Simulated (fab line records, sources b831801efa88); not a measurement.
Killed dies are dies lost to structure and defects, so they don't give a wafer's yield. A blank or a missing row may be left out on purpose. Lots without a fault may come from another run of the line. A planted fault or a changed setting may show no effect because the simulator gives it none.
A struck lot beside a sound one | flow sky130 | 14 steps out of a route of 708
Sound: wafers L601.1, L601.3, L601.5. Struck: wafers L591.2, L591.4, L591.5. The cause comes at the end.
At each step with rows: each side's tool, then ch and its chambers, then its first start. Under that, the readings that differ: sound wafers | struck wafers | difference of the means | sigmas: that difference in standard deviations of wafers without a fault.
alike: readings whose means differ by less than 2 such deviations, and words and numbers that are the same on both sides. not compared: withheld readings, readings that some wafer has no value for, bounds like >300 that may hide the same value, and numbers for which the record gives no deviation and whose values overlap.
The two part at a step that has a row with sigmas, a row that says differs or no value, or rows on one side only. Numbers that don't overlap but have no deviation are shown without sigmas and don't part them. A reading that every wafer of one side lacks parts them only if that side has two wafers or more.

SKY_METAL3_SPUTTER_02: material AlCu, target thk 735 nm, time 39.1 s.
  sound on pvd_sputter-03, day 41 16:43; struck on pvd_sputter-04, day 39 08:17
  alike: throttle_valve_pct
SKY_METAL3_SPUTTER_03: material Ti, target thk 5 nm, time 3.3 s.
  sound on pvd_sputter-03, day 41 16:45; struck on pvd_sputter-04, day 39 08:20
  alike: throttle_valve_pct
SKY_METAL3_SPUTTER_04: material TiN, target thk 70 nm, time 58.3 s.
  sound on pvd_sputter-03, day 41 16:46; struck on pvd_sputter-04, day 39 08:21
  alike: throttle_valve_pct
SKY_CAPM_CVD_00: deposits SiO2, target thk 15.5 nm.
  sound on pecvd-04 ch 0,1,2, day 41 16:49; struck on pecvd-04 ch 0,1,2, day 39 08:24
  alike: heater_power_w
SKY_CAPM_THK_MEAS_01:
  sound on film_metro-04, day 41 16:50; struck on film_metro-02, day 39 08:26
  alike: CAPM_CVD_00_THK
SKY_CAPM_SPUTTER_02: material TiN, target thk 200 nm, time 166.7 s.
  sound on pvd_sputter-01, day 41 16:54; struck on pvd_sputter-02, day 39 08:29
  alike: throttle_valve_pct
SKY_CAPM_RS_MEAS_03: measures by four-point-probe.
  sound on film_metro-03, day 41 17:01; struck on film_metro-03, day 39 08:37
  alike: CAPM_TIN_RS
SKY_CAPM_THK_MEAS_04: measures by xrf.
  sound on film_metro-03, day 41 17:08; struck on film_metro-03, day 39 08:43
  alike: CAPM_TIN_THK
then, 4 steps without rows for these wafers: SKY_CAPM_DEHYDRATE_05 (time 60 s); SKY_CAPM_HMDS_06 (prime time 60 s); SKY_CAPM_COAT_07 (resist thk 1140 nm); SKY_CAPM_SOFTBAKE_08 (time 60 s).
SKY_CAPM_EXPOSE_09: exposes mask CAPM, target cd 1000 nm.
  sound on iline_stepper-01 ch 0, day 42 05:19; struck on iline_stepper-01, day 39 21:15
  no value came back on the struck wafers for exposure_dose_mJ_cm2, focus_offset_nm (nm); on the sound wafers exposure_dose_mJ_cm2 reads 158.95 159.15 158.83
  alike: mask
then, 1 step without rows for these wafers: SKY_CAPM_PEB_10.

WHERE THEY PART
Only at SKY_CAPM_EXPOSE_09, within this record.

WHY: what the simulator had put in
Skipped step whole: iline_stepper-01, from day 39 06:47 on, at SKY_CAPM_EXPOSE_09. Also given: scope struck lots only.
